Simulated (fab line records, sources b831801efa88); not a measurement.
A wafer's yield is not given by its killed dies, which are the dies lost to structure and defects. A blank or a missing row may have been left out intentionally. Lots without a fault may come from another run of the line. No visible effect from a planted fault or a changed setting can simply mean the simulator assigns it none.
Which tool did it? :: flow sky130 :: Sampling: 10 lots, 30 wafers, 4 of 708 route steps

## WHAT EACH GAUGE READ, for each wafer
SKY_VIA4_RS_MEAS_19: measures by four-point-probe.
lot: L350
measured: day 43 03:35
on: film metro-02
VIA4_W_RS (ohm/sq): 0.2238 0.2258 0.2210

lot: L353
measured: day 44 16:32
on: film metro-04
VIA4_W_RS (ohm/sq): 0.2237 0.2231 0.2222

lot: L352
measured: day 44 21:09
on: film metro-02
VIA4_W_RS (ohm/sq): 0.2245 0.2210 0.2196

lot: L356
measured: day 45 04:17
on: film metro-02
VIA4_W_RS (ohm/sq): 0.2209 0.2203 0.2211

lot: L358
measured: day 46 08:54
on: film metro-03
VIA4_W_RS (ohm/sq): 0.2235 0.2272 0.2250

lot: L360
measured: day 46 09:48
on: film metro-04
VIA4_W_RS (ohm/sq): 0.2290 0.2243 0.2222

lot: L362
measured: day 46 16:28
on: film metro-04
VIA4_W_RS (ohm/sq): 0.1750 0.1747 0.1762 0.1754 0.1747 0.1758

lot: L366
measured: day 47 08:53
on: film metro-02
VIA4_W_RS (ohm/sq): 0.2271 0.2262 0.2264

lot: L369
measured: day 48 00:14
on: film metro-02
VIA4_W_RS (ohm/sq): 0.2288 0.2292 0.2279

lot: L371
measured: day 48 10:34
on: film metro-02
VIA4_W_RS (ohm/sq): 0.2266 0.2239 0.2266

## WHICH TOOL RAN EACH LOT (tool, then ch and the chambers of the sampled wafers, then the start)
lot: L350
SKY_METAL4_STRIP_19: plasma asher-02 ch 0,1, day 42 03:13
SKY_VIA4_CMP_02: cmp-02 ch 0,1,2, day 42 04:01
SKY_VIA4_CVD_18: cvd w-02 ch 0,1, day 43 03:26

lot: L353
SKY_METAL4_STRIP_19: plasma asher-03 ch 0,1, day 43 17:02
SKY_VIA4_CMP_02: cmp-01 ch 0,2,3, day 43 17:56
SKY_VIA4_CVD_18: cvd w-02 ch 0,1, day 44 16:23

lot: L352
SKY_METAL4_STRIP_19: plasma asher-03 ch 0,1, day 43 21:48
SKY_VIA4_CMP_02: cmp-01 ch 0,1,3, day 43 22:44
SKY_VIA4_CVD_18: cvd w-02 ch 0,1, day 44 21:00

lot: L356
SKY_METAL4_STRIP_19: plasma asher-03 ch 0,1, day 44 04:23
SKY_VIA4_CMP_02: cmp-01 ch 0,1,2, day 44 05:22
SKY_VIA4_CVD_18: cvd w-02 ch 0,1, day 45 04:07

lot: L358
SKY_METAL4_STRIP_19: plasma asher-03 ch 0,1, day 45 10:37
SKY_VIA4_CMP_02: cmp-02 ch 1,2,3, day 45 11:31
SKY_VIA4_CVD_18: cvd w-02 ch 0,1, day 46 08:44

lot: L360
SKY_METAL4_STRIP_19: plasma asher-04 ch 0,1, day 45 10:44
SKY_VIA4_CMP_02: cmp-01 ch 1,3, day 45 11:34
SKY_VIA4_CVD_18: cvd w-01 ch 0,1, day 46 09:40

lot: L362
SKY_METAL4_STRIP_19: plasma asher-02 ch 0,1, day 45 18:26
SKY_VIA4_CMP_02: cmp-01 ch 0,1,2, day 45 19:19
SKY_VIA4_CVD_18: cvd w-02 ch 0,1, day 46 16:18

lot: L366
SKY_METAL4_STRIP_19: plasma asher-04 ch 0, day 46 10:41
SKY_VIA4_CMP_02: cmp-01 ch 0,3, day 46 11:37
SKY_VIA4_CVD_18: cvd w-01 ch 0,1, day 47 08:44

lot: L369
SKY_METAL4_STRIP_19: plasma asher-02 ch 0,1, day 47 02:13
SKY_VIA4_CMP_02: cmp-02 ch 0,1,3, day 47 03:04
SKY_VIA4_CVD_18: cvd w-01 ch 0,1, day 48 00:05

lot: L371
SKY_METAL4_STRIP_19: plasma asher-02 ch 0,1, day 47 13:41
SKY_VIA4_CMP_02: cmp-02 ch 0,1,2, day 47 14:34
SKY_VIA4_CVD_18: cvd w-01 ch 0,1, day 48 10:25
- SKY_METAL4_STRIP_19: strips in O2/N2.
- SKY_VIA4_CMP_02: polishes SiO2.
- SKY_VIA4_CVD_18: deposits W, target thk 505 nm, time 152.14 s.

## THE ANSWER, worked out from the rows above alone
Rule: usual is defined by the lots themselves. The widest of any qualifying gaps counts: lots, ordered by their means at a reading, are off when they make up no more than a third of the lots, leave a main group of 4 or more, and stand apart from it by 3 or more times the standard deviation of that group's means. If all means in a main group match to the digits the tables above print for the reading, that group is not used. Also off: a lot with no number at a reading for which 4 or more lots have one. The other lots that the step has rows for count as sound.
Off: L362, seen at SKY_VIA4_RS_MEAS_19 (VIA4_W_RS). Main group: mean 0.2245 ohm/sq, sd 0.0023.
A tool fits if, at a process step before that reading, it ran every lot that is off, and no sound lot after the first of them. Those tools and the gauges at SKY_VIA4_RS_MEAS_19 are tried in the same way. Undecided on this evidence; 2 tools fit (cvd w-02 at SKY_VIA4_CVD_18, film metro-04 at SKY_VIA4_RS_MEAS_19).

## WHAT WAS PUT IN BY THE SIMULATOR
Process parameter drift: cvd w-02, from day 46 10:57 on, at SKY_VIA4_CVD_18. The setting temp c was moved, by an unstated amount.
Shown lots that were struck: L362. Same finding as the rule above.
